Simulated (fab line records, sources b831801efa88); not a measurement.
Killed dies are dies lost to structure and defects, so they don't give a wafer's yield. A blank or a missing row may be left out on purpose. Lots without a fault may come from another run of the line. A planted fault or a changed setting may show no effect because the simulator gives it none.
Chamber matching | flow gf180mcu | GF_V3_CMP_26 on cmp-01: 4 sister chambers
The step polishes, stops on SiO2, t overpolish 15 s, target thk 0 nm. 16 wafers are shown with their chamber, then 8 later ones without.

WAFERS WITH THEIR CHAMBER
wafer  | chamber | motor_current_A (A) | time_to_endpoint_s (s) | head_pressure_psi (psi)
L074.2 | 2       | 11.6                | 88                     | 3.508
L074.4 | 1       | 10.9                | 86                     | 3.495
L074.6 | 3       | 11.2                | 84                     | 3.512
L076.1 | 2       | 10.8                | 82                     | 3.503
L076.2 | 3       | 11.7                | 83                     | 3.501
L076.3 | 0       | 10.4                | 83                     | 3.497
L078.2 | 3       | 12.1                | 85                     | 3.499
L078.5 | 1       | 10.8                | 87                     | 3.497
L078.6 | 0       | 10.2                | 82                     | 3.496
L082.1 | 3       | 12.0                | 83                     | 3.505
L082.3 | 2       | 11.8                | 84                     | 3.507
L082.5 | 1       | 10.2                | 86                     | 3.510
L083.2 | 3       | 11.8                | 83                     | 3.504
L083.3 | 2       | 11.6                | 85                     | 3.498
L083.5 | 2       | 11.3                | 85                     | 3.509
L090.2 | 1       | 11.0                | 84                     | 3.487

SIGNATURES (means of the wafers above)
reading            | chamber 0 | chamber 1 | chamber 2 | chamber 3 | scatter within a chamber
motor_current_A    | 10.300    | 10.725    | 11.420    | 11.760    | 0.354
time_to_endpoint_s | 82.50     | 85.75     | 84.80     | 83.60     | 1.51
head_pressure_psi  | 3.49650   | 3.49725   | 3.50500   | 3.50420   | 0.00615
Rule: a wafer's distance from a chamber is the root of the sum, over the readings, of the square of ((its reading less the chamber's mean) divided by the reading's scatter). The wafer belongs to the nearest chamber; if the next one is less than 2 further off, it can't be placed. The scatter: the root of (the sum of the squares of (reading less its chamber's mean) over the shown wafers, divided by (wafers less chambers)).

WAFERS WITHOUT THEIR CHAMBER
wafer  | motor_current_A (A) | time_to_endpoint_s (s) | head_pressure_psi (psi)
L090.3 | 11.6                | 80                     | 3.494
L090.6 | 11.8                | 82                     | 3.486
L093.2 | 10.6                | 81                     | 3.491
L093.3 | 11.6                | 84                     | 3.496
L093.4 | 10.9                | 82                     | 3.506
L096.1 | 11.5                | 85                     | 3.496
L096.2 | 11.1                | 86                     | 3.496
L096.3 | 11.1                | 82                     | 3.494

WHICH CHAMBER EACH WENT THROUGH
wafer  | from the rows above               | in truth
L090.3 | can't be placed: 3 or 2 or 0 or 1 | 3
L090.6 | can't be placed: 3 or 2 or 1 or 0 | 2
L093.2 | can't be placed: 0 or 1           | 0
L093.3 | can't be placed: 3 or 2 or 1      | 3
L093.4 | can't be placed: 0 or 2 or 3 or 1 | 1
L096.1 | can't be placed: 2 or 3 or 1      | 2
L096.2 | can't be placed: 1 or 2 or 3      | 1
L096.3 | can't be placed: 0 or 3 or 2 or 1 | 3
Placed correctly: 0 of 8. Can't be placed from these rows: 8 (the true chamber is among the candidates in 8). Placed wrongly: 0.
